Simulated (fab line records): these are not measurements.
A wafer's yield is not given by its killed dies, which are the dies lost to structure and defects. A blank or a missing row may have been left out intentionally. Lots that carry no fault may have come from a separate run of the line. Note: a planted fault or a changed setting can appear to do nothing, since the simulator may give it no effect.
fab line records / flow gf180mcu / part 2 of 2: steps 27 to 41 of 41
record: lots: 5 wafers: 15 last_day: 34
route steps=602 shown STI@14 DNWELL@32 NWELL@42 LVPWELL@54
lots that met no fault: taken from a fault-free run of the same line
start_h: start of the lot's first displayed wafer, in hours after the record's first day / wait_h: hours from the lot's prior step to this one / " identical to the entry in the row above / L1.1+2: several wafers, shown together as one row / - either no value or no given start / * or withheld: withheld / < > ~ a bound
route shown NAME@n: NAME is a module with steps in the file, n the number in the route of the first one / usual: the fault-free wafers' mean and standard deviation / same: alike in all rows / chamber/n: place in a boat / sites: each site's reading / _std_site: how widely they spread, as a standard deviation / _edge_site: inner sites' mean taken away from outer sites' mean / radius_mm: how far each site lies from the wafer's centre / mask NAME#n: copy n / behind: the most recent tool/chamber to have shaped the wafer / hold: why the lot was held/for how many hours/how that ended / device: transistor that didn't switch, given as n, p or np / end of line: the tests these same wafers got at the end of their route / a step with no rows: only its recipe / killed: dies lost to structure and defects at the first sort, not the wafer's yield / map: a wafer's dies, x killed, . not, _ none there
set.NAME: the run value of the setting; set.NAME@STEP: its run value at that earlier step / model.NAME: the simulator's own value behind a step, which no gauge read
certain route steps with their lots: each step a table, each wafer a row
services: from which hour (start_h, from the record's first day; less than 0 if before it) a tool's chamber was out of use, for how many hours, and why
== steps ==
step: GF_DNWELL_STRIP_08
recipe: chemistry: O2/N2 power_w: 1400 pressure_mtorr: 1500 platen_temp_c: 249 o2_flow_sccm: 3000 n2_flow_sccm: 300 overash_fraction: 0.5
usual: drypump_motor_current_A: 6.0/0.5 heater_power_w: 340/22 n2_flow_sccm: 300.0/0.72 oes_product_au: 0.713/0.0042 strip_time_to_endpoint_s: 37.68/0.13
lot.wafer=L077.1 tool=plasma_asher-02 chamber=0 start_h=58.63 wait_h=0.1 drypump_motor_current_A=5.4 heater_power_w=343 n2_flow_sccm=299.1 oes_product_au=0.717 rf_hours_counter_h=39 strip_time_to_endpoint_s=37.78
lot.wafer=L077.3 tool=plasma_asher-02 chamber=1 start_h=58.63 wait_h=0.1 drypump_motor_current_A=6.3 heater_power_w=346 n2_flow_sccm=298.1 oes_product_au=0.709 rf_hours_counter_h=- strip_time_to_endpoint_s=37.77
lot.wafer=L077.6 tool=plasma_asher-02 chamber=0 start_h=58.63 wait_h=0.1 drypump_motor_current_A=5.4 heater_power_w=342 n2_flow_sccm=300.3 oes_product_au=0.711 rf_hours_counter_h=- strip_time_to_endpoint_s=37.69
lot.wafer=L081.1 tool=plasma_asher-01 chamber=1 start_h=89.25 wait_h=0.1 drypump_motor_current_A=6.3 heater_power_w=356 n2_flow_sccm=299.8 oes_product_au=0.710 rf_hours_counter_h=44 strip_time_to_endpoint_s=37.79
lot.wafer=L081.3 tool=plasma_asher-01 chamber=1 start_h=89.25 wait_h=0.1 drypump_motor_current_A=6.3 heater_power_w=357 n2_flow_sccm=299.4 oes_product_au=0.716 rf_hours_counter_h=- strip_time_to_endpoint_s=37.82
lot.wafer=L081.6 tool=plasma_asher-01 chamber=1 start_h=89.25 wait_h=0.1 drypump_motor_current_A=6.3 heater_power_w=359 n2_flow_sccm=299.9 oes_product_au=0.713 rf_hours_counter_h=- strip_time_to_endpoint_s=37.86
lot.wafer=L083.3 tool=plasma_asher-02 chamber=0 start_h=99.98 wait_h=0.1 drypump_motor_current_A=5.4 heater_power_w=338 n2_flow_sccm=300.0 oes_product_au=0.720 rf_hours_counter_h=- strip_time_to_endpoint_s=37.65
lot.wafer=L083.4 tool=plasma_asher-02 chamber=1 start_h=99.98 wait_h=0.1 drypump_motor_current_A=6.3 heater_power_w=343 n2_flow_sccm=300.2 oes_product_au=0.709 rf_hours_counter_h=- strip_time_to_endpoint_s=37.64
lot.wafer=L083.6 tool=plasma_asher-02 chamber=0 start_h=99.98 wait_h=0.1 drypump_motor_current_A=5.4 heater_power_w=348 n2_flow_sccm=301.0 oes_product_au=0.714 rf_hours_counter_h=- strip_time_to_endpoint_s=37.73
lot.wafer=L090.2 tool=plasma_asher-02 chamber=1 start_h=127.60 wait_h=0.1 drypump_motor_current_A=6.3 heater_power_w=344 n2_flow_sccm=300.8 oes_product_au=0.712 rf_hours_counter_h=46 strip_time_to_endpoint_s=37.72
lot.wafer=L090.5 tool=plasma_asher-02 chamber=0 start_h=127.60 wait_h=0.1 drypump_motor_current_A=5.3 heater_power_w=333 n2_flow_sccm=299.2 oes_product_au=0.715 rf_hours_counter_h=- strip_time_to_endpoint_s=37.72
lot.wafer=L090.6 tool=plasma_asher-02 chamber=1 start_h=127.60 wait_h=0.1 drypump_motor_current_A=6.3 heater_power_w=345 n2_flow_sccm=299.7 oes_product_au=0.712 rf_hours_counter_h=- strip_time_to_endpoint_s=37.69
lot.wafer=L096.2 tool=plasma_asher-03 chamber=1 start_h=160.38 wait_h=0.1 drypump_motor_current_A=6.6 heater_power_w=381 n2_flow_sccm=300.5 oes_product_au=0.719 rf_hours_counter_h=4 strip_time_to_endpoint_s=37.59
lot.wafer=L096.5 tool=plasma_asher-03 chamber=0 start_h=160.38 wait_h=0.1 drypump_motor_current_A=5.6 heater_power_w=303 n2_flow_sccm=299.7 oes_product_au=0.712 rf_hours_counter_h=- strip_time_to_endpoint_s=37.61
lot.wafer=L096.6 tool=plasma_asher-03 chamber=1 start_h=160.38 wait_h=0.1 drypump_motor_current_A=6.6 heater_power_w=383 n2_flow_sccm=300.7 oes_product_au=0.715 rf_hours_counter_h=- strip_time_to_endpoint_s=37.58
step: GF_DNWELL_TW_MEAS_09
usual: DNWELL_TW: 1334/19
lot.wafer=L077.1 tool=film_metro-02 chamber=- start_h=58.73 wait_h=0.1 DNWELL_TW=1349
lot.wafer=L077.3 tool=film_metro-02 chamber=- start_h=58.73 wait_h=0.1 DNWELL_TW=1345
lot.wafer=L077.6 tool=film_metro-02 chamber=- start_h=58.73 wait_h=0.1 DNWELL_TW=1356
lot.wafer=L081.1 tool=film_metro-03 chamber=- start_h=89.35 wait_h=0.1 DNWELL_TW=1335
lot.wafer=L081.3 tool=film_metro-03 chamber=- start_h=89.35 wait_h=0.1 DNWELL_TW=1325
lot.wafer=L081.6 tool=film_metro-03 chamber=- start_h=89.35 wait_h=0.1 DNWELL_TW=1336
lot.wafer=L083.3 tool=film_metro-01 chamber=- start_h=100.07 wait_h=0.1 DNWELL_TW=1338
lot.wafer=L083.4 tool=film_metro-01 chamber=- start_h=100.07 wait_h=0.1 DNWELL_TW=1335
lot.wafer=L083.6 tool=film_metro-01 chamber=- start_h=100.07 wait_h=0.1 DNWELL_TW=1345
lot.wafer=L090.2 tool=film_metro-01 chamber=- start_h=127.71 wait_h=0.1 DNWELL_TW=1367
lot.wafer=L090.5 tool=film_metro-01 chamber=- start_h=127.71 wait_h=0.1 DNWELL_TW=1374
lot.wafer=L090.6 tool=film_metro-01 chamber=- start_h=127.71 wait_h=0.1 DNWELL_TW=1363
lot.wafer=L096.2 tool=film_metro-02 chamber=- start_h=160.49 wait_h=0.1 DNWELL_TW=1344
lot.wafer=L096.5 tool=film_metro-02 chamber=- start_h=160.49 wait_h=0.1 DNWELL_TW=1348
lot.wafer=L096.6 tool=film_metro-02 chamber=- start_h=160.49 wait_h=0.1 DNWELL_TW=1350
step: GF_NWELL_DEHYDRATE_00
recipe: temp_c: 200 time_s: 60
same: time_s: 60
lot.wafer=L077.1+3+6 tool=litho_track-01 chamber=0 start_h=64.95 wait_h=6.2
lot.wafer=L081.1+3+6 tool=litho_track-03 chamber=0 start_h=94.93 wait_h=5.6
lot.wafer=L083.3+4+6 tool=litho_track-02 chamber=0 start_h=106.85 wait_h=6.8
lot.wafer=L090.2+5+6 tool=litho_track-03 chamber=0 start_h=134.71 wait_h=7.0
lot.wafer=L096.2+5+6 tool=litho_track-03 chamber=0 start_h=168.06 wait_h=7.6
step: GF_NWELL_HMDS_01
recipe: prime_time_s: 60 prime_temp_c: 120
lot.wafer=L077.1+3+6 tool=litho_track-01 chamber=0 start_h=65.10 wait_h=0.1
lot.wafer=L081.1+3+6 tool=litho_track-03 chamber=0 start_h=95.08 wait_h=0.1
lot.wafer=L083.3+4+6 tool=litho_track-02 chamber=0 start_h=107.00 wait_h=0.1
lot.wafer=L090.2+5+6 tool=litho_track-03 chamber=0 start_h=134.86 wait_h=0.1
lot.wafer=L096.2+5+6 tool=litho_track-03 chamber=0 start_h=168.21 wait_h=0.1
step: GF_NWELL_COAT_02
recipe: spin_rpm: 2000 resist_thk_nm: 3000
lot.wafer=L077.1+3+6 tool=litho_track-01 chamber=0 start_h=65.25 wait_h=0.1
lot.wafer=L081.1+3+6 tool=litho_track-03 chamber=0 start_h=95.23 wait_h=0.1
lot.wafer=L083.3+4+6 tool=litho_track-02 chamber=0 start_h=107.15 wait_h=0.1
lot.wafer=L090.2+5+6 tool=litho_track-03 chamber=0 start_h=135.01 wait_h=0.1
lot.wafer=L096.2+5+6 tool=litho_track-03 chamber=0 start_h=168.36 wait_h=0.1
step: GF_NWELL_SOFTBAKE_03
recipe: temp_c: 110 time_s: withheld
lot.wafer=L077.1+3+6 tool=litho_track-01 chamber=0 start_h=65.40 wait_h=0.1
lot.wafer=L081.1+3+6 tool=litho_track-03 chamber=0 start_h=95.38 wait_h=0.1
lot.wafer=L083.3+4+6 tool=litho_track-02 chamber=0 start_h=107.31 wait_h=0.1
lot.wafer=L090.2+5+6 tool=litho_track-03 chamber=0 start_h=135.16 wait_h=0.1
lot.wafer=L096.2+5+6 tool=litho_track-03 chamber=0 start_h=168.51 wait_h=0.1
step: GF_NWELL_EXPOSE_04
recipe: mask_id: Nwell target_cd_nm: 860 na: 0.6 source_shape: conventional sigma_outer: 0.6 dose_mj: 260
lot.wafer=L077.1+3+6 tool=iline_stepper-01 chamber=0 start_h=- wait_h=- mask=Nwell#0
lot.wafer=L081.1+3+6 tool=iline_stepper-02 chamber=0 start_h=- wait_h=- mask=Nwell#0
lot.wafer=L083.3+4+6 tool=iline_stepper-01 chamber=0 start_h=- wait_h=- mask=Nwell#0
lot.wafer=L090.2+5+6 tool=iline_stepper-01 chamber=0 start_h=- wait_h=- mask=Nwell#0
lot.wafer=L096.2+5+6 tool=iline_stepper-02 chamber=0 start_h=- wait_h=- mask=Nwell#0
step: GF_NWELL_PEB_05
recipe: temp_c: 115 time_s: withheld
lot.wafer=L077.1+3+6 tool=litho_track-01 chamber=0 start_h=- wait_h=-
lot.wafer=L081.1+3+6 tool=litho_track-01 chamber=0 start_h=- wait_h=-
lot.wafer=L083.3+4+6 tool=litho_track-03 chamber=0 start_h=- wait_h=-
lot.wafer=L090.2+5+6 tool=litho_track-03 chamber=0 start_h=- wait_h=-
lot.wafer=L096.2+5+6 tool=litho_track-01 chamber=0 start_h=- wait_h=-
step: GF_NWELL_DEVELOP_06
recipe: wall_angle_deg: 90 develop_time_s: 60 dev_temp_c: 23
lot.wafer=L077.1+3+6 tool=litho_track-01 chamber=0 start_h=- wait_h=-
lot.wafer=L081.1+3+6 tool=litho_track-01 chamber=0 start_h=- wait_h=-
lot.wafer=L083.3+4+6 tool=litho_track-03 chamber=0 start_h=- wait_h=-
lot.wafer=L090.2+5+6 tool=litho_track-03 chamber=0 start_h=- wait_h=-
lot.wafer=L096.2+5+6 tool=litho_track-01 chamber=0 start_h=- wait_h=-
step: GF_NWELL_OVL_MEAS_07
usual: NWELL_OVL: 0.3/1.2
lot.wafer=L077.1 tool=overlay-01 chamber=- start_h=71.40 wait_h=- NWELL_OVL[nm]=1.6
lot.wafer=L077.3 tool=overlay-01 chamber=- start_h=71.40 wait_h=- NWELL_OVL[nm]=1.4
lot.wafer=L077.6 tool=overlay-01 chamber=- start_h=71.40 wait_h=- NWELL_OVL[nm]=1.3
lot.wafer=L081.1 tool=overlay-01 chamber=- start_h=101.40 wait_h=- NWELL_OVL[nm]=-0.2
lot.wafer=L081.3 tool=overlay-01 chamber=- start_h=101.40 wait_h=- NWELL_OVL[nm]=0.3
lot.wafer=L081.6 tool=overlay-01 chamber=- start_h=101.40 wait_h=- NWELL_OVL[nm]=-1.0
lot.wafer=L083.3 tool=overlay-01 chamber=- start_h=114.79 wait_h=- NWELL_OVL[nm]=0.0
lot.wafer=L083.4 tool=overlay-01 chamber=- start_h=114.79 wait_h=- NWELL_OVL[nm]=-1.0
lot.wafer=L083.6 tool=overlay-01 chamber=- start_h=114.79 wait_h=- NWELL_OVL[nm]=1.3
lot.wafer=L090.2 tool=overlay-01 chamber=- start_h=143.04 wait_h=- NWELL_OVL[nm]=-1.2
lot.wafer=L090.5 tool=overlay-01 chamber=- start_h=143.04 wait_h=- NWELL_OVL[nm]=-1.4
lot.wafer=L090.6 tool=overlay-01 chamber=- start_h=143.04 wait_h=- NWELL_OVL[nm]=-0.3
lot.wafer=L096.2 tool=overlay-01 chamber=- start_h=176.70 wait_h=- NWELL_OVL[nm]=-0.4
lot.wafer=L096.5 tool=overlay-01 chamber=- start_h=176.70 wait_h=- NWELL_OVL[nm]=0.6
lot.wafer=L096.6 tool=overlay-01 chamber=- start_h=176.70 wait_h=- NWELL_OVL[nm]=0.0
step: GF_NWELL_IMPLANT_08
recipe: species: P energy_kev: 450 dose_cm2: 1.5e+13 tilt_deg: 0
lot.wafer=L077.1+3+6 tool=implanter-02 chamber=0 start_h=71.43 wait_h=0.0
lot.wafer=L081.1+3+6 tool=implanter-01 chamber=0 start_h=101.43 wait_h=0.0
lot.wafer=L083.3+4+6 tool=implanter-01 chamber=0 start_h=114.87 wait_h=0.1
lot.wafer=L090.2+5+6 tool=implanter-02 chamber=0 start_h=143.09 wait_h=0.0
lot.wafer=L096.2+5+6 tool=implanter-04 chamber=0 start_h=176.76 wait_h=0.0
step: GF_NWELL_IMPLANT_09
recipe: species: P energy_kev: 160 dose_cm2: 4e+12 tilt_deg: 0
lot.wafer=L077.1+3+6 tool=implanter-02 chamber=0 start_h=71.58 wait_h=0.1
lot.wafer=L081.1+3+6 tool=implanter-01 chamber=0 start_h=101.58 wait_h=0.1
lot.wafer=L083.3+4+6 tool=implanter-01 chamber=0 start_h=115.02 wait_h=0.1
lot.wafer=L090.2+5+6 tool=implanter-02 chamber=0 start_h=143.24 wait_h=0.1
lot.wafer=L096.2+5+6 tool=implanter-04 chamber=0 start_h=176.91 wait_h=0.1
step: GF_NWELL_STRIP_10
recipe: chemistry: O2/N2 power_w: 1400 pressure_mtorr: 1500 platen_temp_c: 250 o2_flow_sccm: 3000 n2_flow_sccm: 300 overash_fraction: 0.5
usual: drypump_motor_current_A: 6.0/0.4 heater_power_w: 325/34 n2_flow_sccm: 300.1/0.76 oes_product_au: 0.723/0.0045 strip_time_to_endpoint_s: 36.95/0.12
lot.wafer=L077.1 tool=plasma_asher-02 chamber=1 start_h=71.73 wait_h=0.1 drypump_motor_current_A=6.3 heater_power_w=350 n2_flow_sccm=298.8 oes_product_au=0.721 rf_hours_counter_h=40 strip_time_to_endpoint_s=36.84
lot.wafer=L077.3 tool=plasma_asher-02 chamber=1 start_h=71.73 wait_h=0.1 drypump_motor_current_A=6.2 heater_power_w=337 n2_flow_sccm=300.5 oes_product_au=0.720 rf_hours_counter_h=- strip_time_to_endpoint_s=36.77
lot.wafer=L077.6 tool=plasma_asher-02 chamber=0 start_h=71.73 wait_h=0.1 drypump_motor_current_A=5.4 heater_power_w=342 n2_flow_sccm=299.9 oes_product_au=0.716 rf_hours_counter_h=- strip_time_to_endpoint_s=36.73
lot.wafer=L081.1 tool=plasma_asher-04 chamber=0 start_h=101.73 wait_h=0.1 drypump_motor_current_A=6.0 heater_power_w=289 n2_flow_sccm=300.9 oes_product_au=0.729 rf_hours_counter_h=29 strip_time_to_endpoint_s=36.85
lot.wafer=L081.3 tool=plasma_asher-04 chamber=0 start_h=101.73 wait_h=0.1 drypump_motor_current_A=5.9 heater_power_w=297 n2_flow_sccm=299.5 oes_product_au=0.727 rf_hours_counter_h=- strip_time_to_endpoint_s=37.18
lot.wafer=L081.6 tool=plasma_asher-04 chamber=0 start_h=101.73 wait_h=0.1 drypump_motor_current_A=6.0 heater_power_w=291 n2_flow_sccm=299.0 oes_product_au=0.729 rf_hours_counter_h=- strip_time_to_endpoint_s=36.96
lot.wafer=L083.3 tool=plasma_asher-02 chamber=0 start_h=115.15 wait_h=0.1 drypump_motor_current_A=5.4 heater_power_w=340 n2_flow_sccm=298.7 oes_product_au=0.715 rf_hours_counter_h=- strip_time_to_endpoint_s=36.77
lot.wafer=L083.4 tool=plasma_asher-02 chamber=1 start_h=115.15 wait_h=0.1 drypump_motor_current_A=6.3 heater_power_w=354 n2_flow_sccm=300.7 oes_product_au=0.731 rf_hours_counter_h=- strip_time_to_endpoint_s=36.75
lot.wafer=L083.6 tool=plasma_asher-02 chamber=1 start_h=115.15 wait_h=0.1 drypump_motor_current_A=6.3 heater_power_w=339 n2_flow_sccm=300.9 oes_product_au=0.715 rf_hours_counter_h=- strip_time_to_endpoint_s=36.66
lot.wafer=L090.2 tool=plasma_asher-02 chamber=1 start_h=143.37 wait_h=0.1 drypump_motor_current_A=6.3 heater_power_w=346 n2_flow_sccm=301.6 oes_product_au=0.720 rf_hours_counter_h=48 strip_time_to_endpoint_s=36.89
lot.wafer=L090.5 tool=plasma_asher-02 chamber=1 start_h=143.37 wait_h=0.1 drypump_motor_current_A=6.3 heater_power_w=349 n2_flow_sccm=300.7 oes_product_au=0.726 rf_hours_counter_h=- strip_time_to_endpoint_s=36.87
lot.wafer=L090.6 tool=plasma_asher-02 chamber=0 start_h=143.37 wait_h=0.1 drypump_motor_current_A=5.4 heater_power_w=342 n2_flow_sccm=301.1 oes_product_au=0.734 rf_hours_counter_h=- strip_time_to_endpoint_s=36.87
lot.wafer=L096.2 tool=plasma_asher-03 chamber=0 start_h=177.03 wait_h=0.1 drypump_motor_current_A=5.6 heater_power_w=305 n2_flow_sccm=301.1 oes_product_au=0.719 rf_hours_counter_h=6 strip_time_to_endpoint_s=37.15
lot.wafer=L096.5 tool=plasma_asher-03 chamber=0 start_h=177.03 wait_h=0.1 drypump_motor_current_A=5.6 heater_power_w=301 n2_flow_sccm=300.1 oes_product_au=0.728 rf_hours_counter_h=- strip_time_to_endpoint_s=37.10
lot.wafer=L096.6 tool=plasma_asher-03 chamber=1 start_h=177.03 wait_h=0.1 drypump_motor_current_A=6.7 heater_power_w=379 n2_flow_sccm=299.9 oes_product_au=0.725 rf_hours_counter_h=- strip_time_to_endpoint_s=37.05
step: GF_NWELL_TW_MEAS_11
usual: NWELL_TW: 1558/21
lot.wafer=L077.1 tool=film_metro-04 chamber=- start_h=71.87 wait_h=0.1 NWELL_TW=1569
lot.wafer=L077.3 tool=film_metro-04 chamber=- start_h=71.87 wait_h=0.1 NWELL_TW=1560
lot.wafer=L077.6 tool=film_metro-04 chamber=- start_h=71.87 wait_h=0.1 NWELL_TW=1556
lot.wafer=L081.1 tool=film_metro-03 chamber=- start_h=101.83 wait_h=0.1 NWELL_TW=1529
lot.wafer=L081.3 tool=film_metro-03 chamber=- start_h=101.83 wait_h=0.1 NWELL_TW=1537
lot.wafer=L081.6 tool=film_metro-03 chamber=- start_h=101.83 wait_h=0.1 NWELL_TW=1526
lot.wafer=L083.3 tool=film_metro-03 chamber=- start_h=115.24 wait_h=0.1 NWELL_TW=1527
lot.wafer=L083.4 tool=film_metro-03 chamber=- start_h=115.24 wait_h=0.1 NWELL_TW=1531
lot.wafer=L083.6 tool=film_metro-03 chamber=- start_h=115.24 wait_h=0.1 NWELL_TW=1527
lot.wafer=L090.2 tool=film_metro-03 chamber=- start_h=143.48 wait_h=0.1 NWELL_TW=1522
lot.wafer=L090.5 tool=film_metro-03 chamber=- start_h=143.48 wait_h=0.1 NWELL_TW=1524
lot.wafer=L090.6 tool=film_metro-03 chamber=- start_h=143.48 wait_h=0.1 NWELL_TW=1522
lot.wafer=L096.2 tool=film_metro-04 chamber=- start_h=177.14 wait_h=0.1 NWELL_TW=1577
lot.wafer=L096.5 tool=film_metro-04 chamber=- start_h=177.14 wait_h=0.1 NWELL_TW=1581
lot.wafer=L096.6 tool=film_metro-04 chamber=- start_h=177.14 wait_h=0.1 NWELL_TW=1578
step: GF_LVPWELL_DEHYDRATE_00
recipe: temp_c: 200 time_s: 60
same: time_s: 60
lot.wafer=L077.1+3+6 tool=litho_track-03 chamber=0 start_h=77.83 wait_h=6.0
lot.wafer=L081.1+3+6 tool=litho_track-02 chamber=0 start_h=108.35 wait_h=6.5
lot.wafer=L083.3+4+6 tool=litho_track-03 chamber=0 start_h=121.73 wait_h=6.5
lot.wafer=L090.2+5+6 tool=litho_track-02 chamber=0 start_h=150.17 wait_h=6.7
lot.wafer=L096.2+5+6 tool=litho_track-03 chamber=0 start_h=184.81 wait_h=7.7
== services ==
tool=furnace-01 chamber=- start_h=16.51 hours=2.6 kind=pm
tool=implanter-02 chamber=- start_h=26.88 hours=5.2 kind=repair
tool=implanter-01 chamber=- start_h=35.65 hours=2.3 kind=repair
tool=plasma_asher-02 chamber=- start_h=38.87 hours=14.6 kind=pm
tool=implanter-04 chamber=- start_h=43.72 hours=3.2 kind=pm
tool=implanter-04 chamber=- start_h=47.16 hours=2.5 kind=pm
tool=furnace-01 chamber=- start_h=56.52 hours=28.8 kind=repair
tool=implanter-04 chamber=- start_h=61.96 hours=3.5 kind=repair
tool=iline_stepper-02 chamber=- start_h=76.98 hours=2.1 kind=pm
tool=hdpcvd-02 chamber=1 start_h=78.08 hours=6.1 kind=repair
tool=implanter-01 chamber=- start_h=79.85 hours=2.8 kind=repair
tool=furnace-02 chamber=- start_h=86.37 hours=4.3 kind=pm
tool=implanter-01 chamber=- start_h=88.46 hours=4.7 kind=pm
tool=iline_stepper-02 chamber=- start_h=91.93 hours=1.7 kind=pm
tool=cmp-01 chamber=- start_h=101.58 hours=1.5 kind=repair
tool=plasma_asher-03 chamber=- start_h=108.82 hours=9.0 kind=pm
tool=cmp-01 chamber=- start_h=109.29 hours=15.3 kind=pm
tool=implanter-04 chamber=- start_h=113.26 hours=2.2 kind=repair
tool=plasma_asher-03 chamber=- start_h=121.87 hours=2.8 kind=pm
tool=implanter-02 chamber=- start_h=123.13 hours=4.2 kind=pm
tool=implanter-01 chamber=- start_h=136.40 hours=3.3 kind=repair
tool=implanter-01 chamber=- start_h=159.61 hours=1.4 kind=repair
tool=iline_stepper-01 chamber=- start_h=165.22 hours=1.7 kind=pm
tool=furnace-02 chamber=- start_h=177.64 hours=4.1 kind=pm
